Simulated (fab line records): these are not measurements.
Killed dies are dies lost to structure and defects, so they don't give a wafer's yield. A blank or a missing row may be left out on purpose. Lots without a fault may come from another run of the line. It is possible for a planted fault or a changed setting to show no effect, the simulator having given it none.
The tool behind it: which one? + flow sky130 + 12 lots, 36 wafers sampled, at 2 steps of a route of 708

== WHAT THE GAUGES SHOWED, per wafer ==
SKY_VIA4_THK_MEAS_01. Usual: VIA4_HDPCVD_THK gives 1752 nm (standard deviation 19).
| lot  | measured     | on           | VIA4_HDPCVD_THK (nm) | flag |
|------|--------------|--------------|----------------------|------|
| L937 | day 41 14:50 | filmMetro-04 | 1763 1775 1755       |      |
| L939 | day 42 09:10 | filmMetro-04 | 1784 1770 1773       |      |
| L941 | day 42 19:28 | filmMetro-02 | 1769 1774 1746       |      |
| L942 | day 43 08:08 | filmMetro-02 | 1733 1780 1742       |      |
| L943 | day 43 18:13 | filmMetro-02 | 1791 1784 1744       |      |
| L944 | day 44 00:07 | filmMetro-02 | 1759 1778 1775       |      |
| L945 | day 44 04:37 | filmMetro-03 | 1739 1757 1777       |      |
| L946 | day 44 15:03 | filmMetro-02 | 1730 1731 1729       |      |
| L954 | day 46 20:44 | filmMetro-04 | 1754 1723 1721       |      |
| L957 | day 47 14:48 | filmMetro-04 | 1727 1747 1756       |      |
| L959 | day 47 20:37 | filmMetro-02 | 1729 1736 1725       |      |
| L960 | day 47 22:01 | filmMetro-02 | 1775 1763 1789       |      |

== WHAT TOOL EACH LOT RAN ON (gives the tool, then ch and the chambers of the sampled wafers, and finally the start) ==
| lot  | SKY_CAPM_CLEAN_16              |
|------|--------------------------------|
| L937 | wetBench-03 ch 1, day 37 05:43 |
| L939 | wetBench-03 ch 3, day 38 02:02 |
| L941 | wetBench-04 ch 1, day 38 12:13 |
| L942 | wetBench-03 ch 1, day 39 02:17 |
| L943 | wetBench-04 ch 1, day 39 13:14 |
| L944 | wetBench-03 ch 1, day 39 19:31 |
| L945 | wetBench-01 ch 1, day 40 01:17 |
| L946 | wetBench-04 ch 0, day 40 12:40 |
| L954 | wetBench-03 ch 3, day 42 23:16 |
| L957 | wetBench-01 ch 0, day 43 20:55 |
| L959 | wetBench-01 ch 1, day 44 03:33 |
| L960 | wetBench-03 ch 2, day 44 05:19 |
- SKY_CAPM_CLEAN_16: cleans in IPA, time 180 s.

== WHAT THE TOOLS THEMSELVES READ (means of the sampled wafers that have a number; where no wafer has one, the mark that the record gives instead) ==
SKY_CAPM_CLEAN_16. Usual: bathHeatDutyPct at 6.3 %, with a standard deviation of 0.89.
| lot  | tool        | bathHeatDutyPct (%) | flag |
|------|-------------|---------------------|------|
| L937 | wetBench-03 | 5.8                 |      |
| L939 | wetBench-03 | 7.6                 |      |
| L941 | wetBench-04 | 5.6                 |      |
| L942 | wetBench-03 | 5.7                 |      |
| L943 | wetBench-04 | 5.8                 |      |
| L944 | wetBench-03 | 6.1                 |      |
| L945 | wetBench-01 | 8.2                 |      |
| L946 | wetBench-04 | 6.3                 |      |
| L954 | wetBench-03 | 7.2                 |      |
| L957 | wetBench-01 | 5.5                 |      |
| L959 | wetBench-01 | 7.9                 |      |
| L960 | wetBench-03 | 6.0                 |      |

== THE ANSWER, worked out from the rows above alone ==
Rule: a lot counts as off when the mean over its wafers that have a number is more than 3 standard deviations away from the usual mean. Also off: a lot with no number at a reading for which 4 or more lots have one. Any other lot the step has rows for is counted as sound. After the gauges, taken in route order, come the tools' own readings; for these a lot's mean is taken, as printed above. At the first step where some lot is off, the reading lying furthest off is the one used; lots without a number count as furthest.
None of the lots is off at any reading shown; this tells nothing.

== WHAT THE SIMULATOR PUT IN ==
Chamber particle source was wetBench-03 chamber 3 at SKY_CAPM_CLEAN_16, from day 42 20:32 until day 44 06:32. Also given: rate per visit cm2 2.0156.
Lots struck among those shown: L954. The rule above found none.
